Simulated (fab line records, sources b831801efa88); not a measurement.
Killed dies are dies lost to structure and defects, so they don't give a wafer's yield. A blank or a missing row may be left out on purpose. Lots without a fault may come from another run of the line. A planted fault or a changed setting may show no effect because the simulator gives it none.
Chamber matching | flow gf180mcu | GF_V5_CVD_02 on pecvd-01: 3 sister chambers
The step deposits SiO2 from TEOS, target thk 1450 nm, time 163.28 s. 30 wafers are shown with their chamber, then 12 later ones without.

WAFERS WITH THEIR CHAMBER
wafer  | chamber | heater_power_w (W)
L075.2 | 0       | 839
L075.3 | 1       | 768
L075.6 | 2       | 701
L076.1 | 2       | 681
L076.3 | 0       | 807
L076.5 | 0       | 859
L077.2 | 1       | 671
L077.4 | 0       | 736
L077.5 | 1       | 736
L080.1 | 0       | 870
L080.2 | 2       | 699
L080.3 | 1       | 702
L080.4 | 2       | 575
L080.5 | 0       | 725
L080.6 | 1       | 777
L082.2 | 0       | 760
L082.3 | 1       | 710
L082.4 | 0       | 865
L084.1 | 0       | 883
L084.2 | 1       | 716
L084.6 | 2       | 584
L086.1 | 0       | 838
L086.3 | 1       | 675
L086.6 | 0       | 906
L087.1 | 2       | 636
L087.2 | 0       | 890
L087.3 | 1       | 723
L087.4 | 1       | 766
L087.5 | 2       | 694
L087.6 | 0       | 705

SIGNATURES (means of the wafers above)
reading        | chamber 0 | chamber 1 | chamber 2 | scatter within a chamber
heater_power_w | 821.77    | 724.40    | 652.86    | 56.7
Rule: a wafer's distance from a chamber is the root of the sum, over the readings, of the square of ((its reading less the chamber's mean) divided by the reading's scatter). The wafer belongs to the nearest chamber; if the next one is less than 2 further off, it can't be placed. The scatter: the root of (the sum of the squares of (reading less its chamber's mean) over the shown wafers, divided by (wafers less chambers)).

WAFERS WITHOUT THEIR CHAMBER
wafer  | heater_power_w (W)
L091.1 | 728
L091.5 | 608
L091.6 | 555
L094.1 | 915
L094.2 | 725
L094.3 | 672
L095.1 | 685
L095.2 | 866
L095.3 | 745
L095.4 | 726
L095.5 | 767
L095.6 | 582

WHICH CHAMBER EACH WENT THROUGH
wafer  | from the rows above          | in truth
L091.1 | can't be placed: 1 or 2 or 0 | 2
L091.5 | can't be placed: 2 or 1      | 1
L091.6 | can't be placed: 2 or 1      | 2
L094.1 | can't be placed: 0 or 1      | 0
L094.2 | can't be placed: 1 or 2 or 0 | 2
L094.3 | can't be placed: 2 or 1      | 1
L095.1 | can't be placed: 2 or 1 or 0 | 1
L095.2 | can't be placed: 0 or 1      | 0
L095.3 | can't be placed: 1 or 0 or 2 | 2
L095.4 | can't be placed: 1 or 2 or 0 | 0
L095.5 | can't be placed: 1 or 0 or 2 | 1
L095.6 | can't be placed: 2 or 1      | 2
Placed correctly: 0 of 12. Can't be placed from these rows: 12 (the true chamber is among the candidates in 12). Placed wrongly: 0.
